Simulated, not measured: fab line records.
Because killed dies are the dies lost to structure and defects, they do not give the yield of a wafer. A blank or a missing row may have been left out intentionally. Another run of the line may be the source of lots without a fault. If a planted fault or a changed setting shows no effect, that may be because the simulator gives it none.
fab line records    flow gf180mcu
record lots=6  wafers=18  last_day=34
route steps=602 shown M2@366
lots that met no fault: taken from a fault-free run of the same line
start_h: start of the lot's first displayed wafer, in hours after the record's first day    wait_h: time in hours since the lot's previous step    " the same as in the row above    L1.1+2: a row that stands for several wafers    - no value, or no start was given    * or withheld: withheld    < > ~ a bound
route shown NAME@n: a module of which the file shows steps, and the number in the route of the first    usual: average and standard deviation across the fault-free wafers    same: alike in all rows    chamber/n: place in a boat    sites: the reading at each site    _std_site: the values' standard deviation    _edge_site: outer sites' mean less inner sites'    radius_mm: how far each site lies from the wafer's centre    mask NAME#n: copy n    behind: the tool/chamber that last shaped the wafer    hold: reason for holding the lot/hours on hold/outcome of the hold    device: which transistor (n, p or np) failed to switch    end of line: tests of these same wafers at the route's end    for a step that has no rows: nothing shown but its recipe    killed: count of dies lost to structure and defects at first sort (not the wafer's yield)    map: a wafer's dies, marking killed ones x, the rest . and places with no die _
set.NAME: setting as actually run; set.NAME@STEP: the setting as run at that earlier step    model.NAME: the simulator's own value behind a step, which no gauge read
lots at selected steps of the route; one table per step, one row per wafer
services: when a tool's chamber went out of use (start_h, in hours from the record's first day, below 0 if earlier), for how many hours, and the reason
## steps
# step GF_M2_SPUTTER_04
# recipe material=TiN  target_thk_nm=50  power_w=6500  time_s=41.7  chamber_pressure_pa=0.4
# usual throttle_valve_pct=30.3/0.93
lot.wafer  tool            chamber  start_h  wait_h  throttle_valve_pct
L486.1     pvd_sputter-04  -        461.62   0.0     30.3
L486.3     "               -        "        "       28.7
L486.6     "               -        "        "       29.9
L487.3     pvd_sputter-02  -        481.05   0.0     30.8
L487.4     "               -        "        "       30.6
L487.5     "               -        "        "       30.0
L491.1     pvd_sputter-03  -        512.83   0.0     29.3
L491.3     "               -        "        "       29.5
L491.6     "               -        "        "       31.9
L492.3     pvd_sputter-02  -        525.86   0.0     31.0
L492.4     "               -        "        "       30.7
L492.5     "               -        "        "       31.1
L493.1     pvd_sputter-02  -        537.77   0.0     30.9
L493.3     "               -        "        "       30.6
L493.5     "               -        "        "       31.0
L503.1     pvd_sputter-04  -        603.51   0.0     29.0
L503.2     "               -        "        "       30.5
L503.6     "               -        "        "       29.0
# step GF_M2_RS_MEAS_05
# recipe thk_meas_gauge=four-point-probe  reads=TiN_of_M2_SPUTTER_04+Ti_of_M2_SPUTTER_03+AlCu_of_M2_SPUTTER_02+TiN_of_M2_SPUTTER_01+Ti_of_M2_SPUTTER_00
# usual M2_ALCU_RS=0.0697/0.0008
lot.wafer  tool           chamber  start_h  wait_h  M2_ALCU_RS[ohm/sq]
L486.1     film_metro-02  -        461.66   0.0     0.0699
L486.3     "              -        "        "       0.0690
L486.6     "              -        "        "       0.0700
L487.3     film_metro-04  -        481.13   0.1     0.0687
L487.4     "              -        "        "       0.0689
L487.5     "              -        "        "       0.0699
L491.1     film_metro-04  -        512.87   0.0     0.0687
L491.3     "              -        "        "       0.0679
L491.6     "              -        "        "       0.0687
L492.3     film_metro-04  -        525.94   0.1     0.0693
L492.4     "              -        "        "       0.0688
L492.5     "              -        "        "       0.0688
L493.1     film_metro-02  -        537.81   0.0     0.0685
L493.3     "              -        "        "       0.0693
L493.5     "              -        "        "       0.0681
L503.1     film_metro-04  -        603.55   0.0     0.0695
L503.2     "              -        "        "       0.0712
L503.6     "              -        "        "       0.0696
# step GF_M2_THK_MEAS_06
# recipe thk_meas_gauge=xrf  reads=AlCu_of_M2_SPUTTER_02
# usual M2_ALCU_THK=445/4.9
lot.wafer  tool           chamber  start_h  wait_h  M2_ALCU_THK[nm]
L486.1     film_metro-02  -        461.78   0.1     446
L486.3     "              -        "        "       450
L486.6     "              -        "        "       446
L487.3     film_metro-04  -        481.23   0.1     447
L487.4     "              -        "        "       446
L487.5     "              -        "        "       444
L491.1     film_metro-04  -        512.99   0.1     450
L491.3     "              -        "        "       456
L491.6     "              -        "        "       451
L492.3     film_metro-04  -        526.04   0.1     448
L492.4     "              -        "        "       451
L492.5     "              -        "        "       450
L493.1     film_metro-02  -        537.93   0.1     453
L493.3     "              -        "        "       451
L493.5     "              -        "        "       456
L503.1     film_metro-04  -        603.67   0.1     443
L503.2     "              -        "        "       435
L503.6     "              -        "        "       447
# step GF_M2_DEHYDRATE_07
# recipe temp_c=200  time_s=60
# step GF_M2_HMDS_08
# recipe prime_time_s=60  prime_temp_c=120
# step GF_M2_COAT_09
# recipe resist=KrF  spin_rpm=withheld  resist_thk_nm=1000
# step GF_M2_SOFTBAKE_10
# recipe temp_c=130  time_s=60  resist=KrF
# step GF_M2_EXPOSE_11
# recipe mask_id=Metal2  target_cd_nm=280  na=0.68  source_shape=conventional  sigma_outer=0.6  dose_mj=28
# step GF_M2_PEB_12
# recipe peb_temp_c=135  peb_time_s=90  resist=KrF
# step GF_M2_DEVELOP_13
# recipe develop_time_s=60  dev_temp_c=21
# step GF_M2_CD_MEAS_14
# recipe target_cd_nm=280
# usual cd_nm=280.0/1.3
lot.wafer  tool       chamber  start_h  wait_h  cd_nm
L486.1     cd_sem-02  -        485.65   0.1     280.7
L486.3     "          -        "        "       281.5
L486.6     "          -        "        "       279.5
L487.3     cd_sem-02  -        504.88   0.1     278.9
L487.4     "          -        "        "       278.6
L487.5     "          -        "        "       279.6
L491.1     cd_sem-01  -        536.22   0.1     282.2
L491.3     "          -        "        "       281.0
L491.6     "          -        "        "       281.7
L492.3     cd_sem-02  -        548.01   0.1     277.9
L492.4     "          -        "        "       278.8
L492.5     "          -        "        "       278.5
L493.1     cd_sem-02  -        559.65   0.1     280.4
L493.3     "          -        "        "       280.3
L493.5     "          -        "        "       280.6
L503.1     cd_sem-02  -        623.54   0.1     280.5
L503.2     "          -        "        "       280.6
L503.6     "          -        "        "       280.9
# step GF_M2_OVL_MEAS_15
# usual M2_OVL=2/5.1
lot.wafer  tool        chamber  start_h  wait_h  M2_OVL[nm]
L486.1     overlay-01  -        485.77   0.1     -7
L486.3     "           -        "        "       -5
L486.6     "           -        "        "       1
L487.3     overlay-01  -        504.97   0.1     -4
L487.4     "           -        "        "       2
L487.5     "           -        "        "       1
L491.1     overlay-02  -        536.34   0.1     4
L491.3     "           -        "        "       6
L491.6     "           -        "        "       10
L492.3     overlay-02  -        548.10   0.1     2
L492.4     "           -        "        "       6
L492.5     "           -        "        "       2
L493.1     overlay-02  -        559.77   0.1     -10
L493.3     "           -        "        "       1
L493.5     "           -        "        "       2
L503.1     overlay-01  -        623.66   0.1     4
L503.2     "           -        "        "       -5
L503.6     "           -        "        "       -3
# step GF_M2_METAL_ETCH_16
# recipe chemistry=Cl2/BCl3  mask_material=KrF  target_depth_nm=627.5  stop_on=SiO2  pressure_mtorr=8  icp_w=800  bias_w=140  Cl2_flow_sccm=80  bcl3_flow_sccm=40  time_s=104.6
# usual bcl3_flow_sccm=40.00/0.13  bias_w=140.0/0.37  drypump_motor_current_A=5.8/0.5  oes_product_au=0.971/0.0064  throttle_valve_pct=28.251/0.011
lot.wafer  tool          chamber  start_h  wait_h  bcl3_flow_sccm  bias_w  drypump_motor_current_A  oes_product_au  rf_hours_counter_h  throttle_valve_pct  model.etch.depth_nm  model.M2.feature_depth_nm  model.KrF_of_M2_COAT_09.thk_nm
L486.1     rie_metal-01  1        485.80   0.0     39.73           138.9   5.6                      0.965           6.9                 28.244              600.4                600.4                      733.4
L486.3     "             1        "        "       39.86           140.3   5.6                      0.970           -                   28.251              607.1                607.1                      732.6
L486.6     "             0        "        "       39.91           139.7   5.1                      0.968           -                   28.239              600.1                600.1                      725.4
L487.3     rie_metal-04  1        505.03   0.1     39.95           140.5   6.2                      0.970           -                   28.247              607.8                607.8                      740.2
L487.4     "             0        "        "       40.06           140.4   6.1                      0.978           -                   28.255              606.3                606.3                      727.2
L487.5     "             0        "        "       40.06           140.3   6.1                      0.973           -                   28.260              600.2                600.2                      730.8
L491.1     rie_metal-04  0        536.38   0.0     40.09           140.2   6.1                      0.981           5.3                 28.246              606.6                606.6                      736.5
L491.3     "             0        "        "       39.95           140.3   6.1                      0.977           -                   28.246              613.4                613.4                      736.4
L491.6     "             1        "        "       40.14           140.0   6.2                      0.981           -                   28.269              606.4                606.4                      742.3
L492.3     rie_metal-01  1        548.16   0.1     39.72           139.6   5.6                      0.775           -                   28.443              412.3                412.3                      821
L492.4     "             0        "        "       39.95           139.8   5.1                      0.790           -                   28.446              415.4                415.4                      817.4
L492.5     "             0        "        "       39.99           139.6   5.1                      0.782           -                   28.443              415.7                415.7                      818.7
L493.1     rie_metal-01  1        559.80   0.0     40.12           140.3   5.6                      0.792           8.7                 28.455              406.5                406.5                      821.4
L493.3     "             1        "        "       40.10           140.3   5.6                      0.784           -                   28.450              411                  411                        819.6
L493.5     "             1        "        "       40.18           140.9   5.6                      0.779           -                   28.458              405.9                405.9                      822.7
L503.1     rie_metal-04  0        623.69   0.0     40.05           140.6   6.1                      0.977           7.4                 28.247              602.9                602.9                      734.5
L503.2     "             1        "        "       40.12           140.2   6.3                      0.961           10.2                28.263              591.2                591.2                      740.3
L503.6     "             1        "        "       40.02           140.5   6.3                      0.970           -                   28.253              601.6                601.6                      740.5
# step GF_M2_STRIP_17
# recipe chemistry=O2/N2  power_w=1400  pressure_mtorr=1500  platen_temp_c=250  o2_flow_sccm=3000  n2_flow_sccm=300  overash_fraction=0.5
# usual drypump_motor_current_A=5.6/0.55  heater_power_w=335/17  oes_product_au=0.558/0.0049  strip_time_to_endpoint_s=7.88/0.037
lot.wafer  tool             chamber  start_h  wait_h  drypump_motor_current_A  heater_power_w  oes_product_au  rf_hours_counter_h  strip_time_to_endpoint_s
L486.1     plasma_asher-01  0        485.91   0.1     6.3                      301             0.557           84                  7.86
L486.3     "                0        "        "       6.2                      306             0.556           -                   7.85
L486.6     "                0        "        "       6.2                      304             0.556           -                   7.78
L487.3     plasma_asher-04  0        505.14   0.1     5.8                      324             0.554           -                   7.93
L487.4     "                1        "        "       5.8                      353             0.555           -                   7.80
L487.5     "                1        "        "       5.8                      353             0.555           -                   7.84
L491.1     plasma_asher-03  0        536.49   0.1     5.9                      332             0.569           74                  7.88
L491.3     "                0        "        "       5.9                      328             0.555           -                   7.89
L491.6     "                1        "        "       4.6                      369             0.561           -                   7.94
L492.3     plasma_asher-03  1        548.27   0.1     4.6                      363             0.590           -                   8.69
L492.4     "                0        "        "       5.9                      318             0.595           -                   8.69
L492.5     "                0        "        "       5.9                      336             0.597           -                   8.67
L493.1     plasma_asher-03  1        559.95   0.1     4.6                      360             0.594           76                  8.71
L493.3     "                1        "        "       4.6                      356             0.582           -                   8.69
L493.5     "                1        "        "       4.6                      357             0.595           -                   8.73
L503.1     plasma_asher-04  0        623.81   0.1     5.8                      327             0.559           53                  7.87
L503.2     "                1        "        "       5.8                      352             0.565           53                  7.92
L503.6     "                1        "        "       5.8                      344             0.560           -                   7.94
# step GF_M2_STRIP_18
# recipe chemistry=post_etch_residue_remover  time_s=1200  temp_c=72.5
## services
tool             chamber  start_h  hours  kind
pvd_sputter-02   0        439.15   -      consumable_replace:kit
pvd_sputter-02   0        439.15   18.0   scheduled_down
pvd_sputter-02   0        439.15   18.0   vent_cycle
plasma_asher-03  -        451.93   2.8    pm
rie_metal-04     1        457.94   3.7    repair
pvd_sputter-04   0        482.83   -      consumable_replace:kit
pvd_sputter-04   0        482.83   18.0   scheduled_down
plasma_asher-03  -        485.73   0.9    repair
plasma_asher-04  -        486.01   5.8    pm
plasma_asher-03  -        487.89   2.3    repair
rie_metal-04     -        489.88   0.7    repair
pvd_sputter-02   -        520.96   1.5    repair
rie_metal-04     -        545.86   2.8    pm
rie_metal-01     1        554.52   1.7    repair
pvd_sputter-04   -        554.55   1.0    repair
plasma_asher-01  -        568.86   2.8    pm
pvd_sputter-02   -        569.67   5.2    repair
pvd_sputter-04   -        591.34   6.8    repair
pvd_sputter-02   -        591.91   5.1    repair
rie_metal-04     1        599.46   2.0    repair
pvd_sputter-02   3        611.24   -      consumable_replace:kit
pvd_sputter-02   3        611.24   18.0   scheduled_down
pvd_sputter-02   3        611.24   18.0   vent_cycle
pvd_sputter-02   -        613.32   10.3   repair
## key
first_sign step=GF_M2_METAL_ETCH_16  reading=oes_product_au  direction=down  sigmas=29  usual=0.971  struck=0.784
effect step=GF_M2_METAL_ETCH_16  reading=throttle_valve_pct  direction=up  sigmas=19  usual=28.251  struck=28.449
effect step=GF_M2_STRIP_17  reading=strip_time_to_endpoint_s  direction=up  sigmas=22  usual=*  struck=*
model_effect step=GF_M2_METAL_ETCH_16  value=etch.depth_nm  without=608  struck=411.1
model_effect step=GF_PASSIVATION_PROBE_99  value=etest.via4_chain.short  without=0  struck=1
met_at GF_M2_METAL_ETCH_16
struck_wafers L492.3,L492.4,L492.5,L493.1,L493.3,L493.5
sort_left_out L492.3,L492.4,L492.5,L493.1,L493.3,L493.5
onset_between 485.80 548.16
fault kind=process_parameter_drift  tool=rie_metal-01  chamber=-  onset_h=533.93  steps=GF_M2_METAL_ETCH_16  channel=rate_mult  offset=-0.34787  shape=step  end_h=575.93
# sort_left_out: the simulated sort isn't trusted on such a fault, so these wafers' sort isn't shown, and their yield isn't known
